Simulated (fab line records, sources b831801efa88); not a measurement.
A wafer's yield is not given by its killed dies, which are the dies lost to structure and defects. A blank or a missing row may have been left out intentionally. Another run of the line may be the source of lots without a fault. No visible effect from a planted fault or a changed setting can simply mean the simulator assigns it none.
Problem report in the 8D (eight disciplines) form, filled by code | flow gf180mcu | the parts of the form that need people (team, actions taken, sign-off) are left out

## 1. WHAT IS WRONG
Wafers free of any fault read 2397 (standard deviation 23) for HV_LDD_TW at GF_HV_LDD_TW_MEAS_11, against a mean of 2160 on 6 wafers of 2 lots. That is -10 standard deviations from the usual mean.
Seen first at day 11 17:36 on film_metro-03, wafer L116.3. The record has a number at this step for 36 wafers belonging to 12 lots. Rule for "out", or "out of limits": more than 4 standard deviations from the usual mean. The rest of the wafers with a number are treated as sound.

## 2. WHAT IT IS, WHAT IT ISN'T
question                    | is                     | is not
which readings at this step | HV_LDD_TW              | -
which lots                  | L116, L119             | L110, L111, L114, L126, L127, L128, L130, L131, L132, L133
which wafers of those lots  | all that have a number | -
read on which gauges        | film_metro-03          | film_metro-01, film_metro-04
when                        | from day 11 17:36      | up to then (9 sound wafers); but 21 sound wafers of L126, L127, L128, L130, L131, L132, L133 came after

## 3. WHAT RULES OUT EACH SUSPECT
Counting: a tool at any process step up to the reading remains a suspect when it ran all the lots that are out and ran no sound lot after the first of those.
- the gauge at GF_HV_LDD_TW_MEAS_11 is ruled out. All the wafers that are out were read on film_metro-03, but those of them that GF_HV_LDD_IMPLANT_09 has rows for are out there too, on other tools.
- implanter-01 at GF_HV_LDD_IMPLANT_09: ruled out as a lasting fault. After its first lot that is out, L116 (day 11 17:23), sound lots L126, L128, L130 ran on it.
Left after counting: nothing in the record.

## 4. THE CAUSE (what the simulator had put in)
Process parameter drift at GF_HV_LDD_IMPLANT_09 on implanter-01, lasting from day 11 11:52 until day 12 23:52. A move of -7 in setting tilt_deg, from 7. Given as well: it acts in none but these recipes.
It was ruled out by counting, in error; the rule expects a fault to strike all lots run on its tool from its start on, and this fault did not.

## 5. THE EFFECT CHAIN, in route order
Each row: a reading where the mean over the struck wafers with a number is more than 3 standard deviations away from the usual. Only readings whose record carries a usual standard deviation are examined. hours: median over the lots of the time between each lot's start at the first step of this table that gives one and its start at this step. sigmas: the change, counted in usual standard deviations.
hours | step                 | reading   | usual         | on struck wafers | change | sigmas
0     | GF_HV_LDD_IMPLANT_09 | tilt_deg  | 6.998 degrees | 0.008            | -6.990 | -99 or more
0     | GF_HV_LDD_TW_MEAS_11 | HV_LDD_TW | 2397          | 2160             | -237   | -10
60    | GF_HV_LDD_RS_MEAS_53 | HV_LDD_RS | 419.8 ohm/sq  | 398.1            | -21.8  | -24
It contains these process steps:
- GF_HV_LDD_IMPLANT_09
Later steps that measure or inspect, where all struck wafers having a row at the step show a number for every such reading and not one has moved that far: GF_V3_THK_MEAS_01.

## 6. HOW IT WOULD HAVE BEEN CAUGHT EARLIER
The first out-of-limits reading at a measuring or inspecting step in this record came at day 11 17:36, 6 hours after the fault's start at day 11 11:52.
At GF_HV_LDD_IMPLANT_09, the tool's own readings (tilt_deg) were out on each struck wafer the step has a row for, so an alarm limit on them would have fired on the first such wafer.
